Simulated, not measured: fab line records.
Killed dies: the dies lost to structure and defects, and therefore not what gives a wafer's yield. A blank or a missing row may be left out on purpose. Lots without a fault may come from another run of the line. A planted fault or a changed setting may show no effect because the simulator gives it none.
Struck lot and sound lot, side by side / flow sky130 / 17 steps out of a route of 708
Sound: these wafers, L580.3, L580.4, L580.6. The struck wafers were L589.1, L589.2, L589.6. At the end, the cause is stated.
Each step with rows lists, per side, the tool, then ch with its chambers, then its first start. Under that, the readings that differ: sound wafers / struck wafers / difference of the means / sigmas: that difference in standard deviations of wafers without a fault.
alike: same words and numbers on both sides, and readings whose means sit less than 2 such deviations apart. not compared: any withheld reading, any reading some wafer has no value for, any bound like >300 that may hide the same value, and any number with overlapping values for which the record gives no deviation.
Wherever a step has rows on one side only, a row that says differs or no value, or a row with sigmas, the two part there. Numbers that have no deviation but don't overlap get no sigmas and don't part them. A reading that every wafer of one side lacks parts them only if that side has two wafers or more.

SKY_VIA1_CMP_02: polishes SiO2.
  sound on cmp-02 ch 1,2,3, day 36 00:59; struck on cmp-02 ch 0,1,3, day 38 04:25
  alike: motor current A
SKY_VIA1_BOW_MEAS_03:
  sound on film metro-03, day 36 01:20; struck on film metro-01, day 38 04:37
  alike: VIA1_BOW
then, 8 steps without rows for these wafers: SKY_VIA1_DEHYDRATE_04 (time 60 s); SKY_VIA1_HMDS_05 (prime time 60 s); SKY_VIA1_COAT_06 (resist thk 60 nm); SKY_VIA1_COAT_07 (resist thk 450 nm); SKY_VIA1_SOFTBAKE_08 (time 90 s); SKY_VIA1_EXPOSE_09 (exposes mask VIM, target cd 150 nm); SKY_VIA1_PEB_10; SKY_VIA1_DEVELOP_11 (develop time 60 s).
SKY_VIA1_CD_MEAS_12: target cd 150 nm.
  sound on cd sem-01, day 37 03:17; struck on cd sem-02, day 39 05:33
  alike: cd nm
SKY_VIA1_OVL_MEAS_13:
  sound on overlay-02, day 37 03:23; struck on overlay-02, day 39 05:40
  alike: VIA1_OVL
SKY_VIA1_ETCH_14: etches BARC in N2/H2, stops on SiO2, time 45.9 s, target depth 60 nm.
  sound on rie diel-01 ch 0,1, day 37 03:24; struck on rie diel-01 ch 0,3, day 39 05:42
reading=rf fwd power W (W); sound=497.4 499.0 497.0; struck=578.3 576.5 577.3; difference=+79.6; sigmas=+40
reading=model.KrF-thick_of_VIA1_COAT_07.thk nm (nm); sound=393.6 393 394.6; struck=385.6 385.3 384.5; difference=-8.6; sigmas=
  alike: drypump motor current A, oes product au, throttle valve pct
  not compared: rf hours counter h
SKY_VIA1_ETCH_15: etches SiO2 in C4F8/O2/Ar, stops on TiN, target depth 351 nm, time 54 s.
  sound on rie diel-01 ch 0,1, day 37 03:27; struck on rie diel-01 ch 0,3, day 39 05:45
reading=model.KrF-thick_of_VIA1_COAT_07.thk nm (nm); sound=324.5 322.2 325.4; struck=315 315.3 313.6; difference=-9; sigmas=
  alike: oes product au, rf fwd power W
  not compared: rf hours counter h
SKY_VIA1_STRIP_16: strips in O2/N2.
  sound on plasma asher-02 ch 0,1, day 37 03:32; struck on plasma asher-04 ch 0,1, day 39 05:47
reading=drypump motor current A (A); sound=5.1 5.3 5.1; struck=6.2 6.1 6.2; difference=+1.0; sigmas=+2
reading=strip time to endpoint s (s); sound=4.494 4.466 4.464; struck=4.361 4.367 4.366; difference=-0.110; sigmas=-5
  alike: oes product au
  not compared: rf hours counter h
then, 1 step without rows for these wafers: SKY_VIA1_STRIP_17 (strips in post etch residue remover, time 1200 s).
-- the record jumps here: 11 days lie between the struck wafers' starts before and after (it left off in module VIA1 and takes up again in module PAD_OPEN, whose first step shown is number 708 of the route) --
SKY_PAD_OPEN_PROBE_99:
  sound on prober-01, day 48 05:53; struck on prober-02, day 49 18:43
  alike: defect limited yield, killed_at_M0_to_M3, killed_at_M4_up, killed at contacts, killed at front end, killed at other, killed dies, killed open, killed short, sort_bin_3_pad_short, sort_bin_5_function, sort_bin_6_memory, sort n pass, sort yield pct

== WHERE THEY PART ==
At SKY_VIA1_ETCH_14 first; at SKY_VIA1_STRIP_16 last (within this record only). Later steps at which nothing parts them and some readings are alike: SKY_PAD_OPEN_PROBE_99.

WHY: the cause the simulator had injected
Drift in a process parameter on rie diel-01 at SKY_VIA1_ETCH_14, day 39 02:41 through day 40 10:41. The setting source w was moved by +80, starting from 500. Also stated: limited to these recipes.
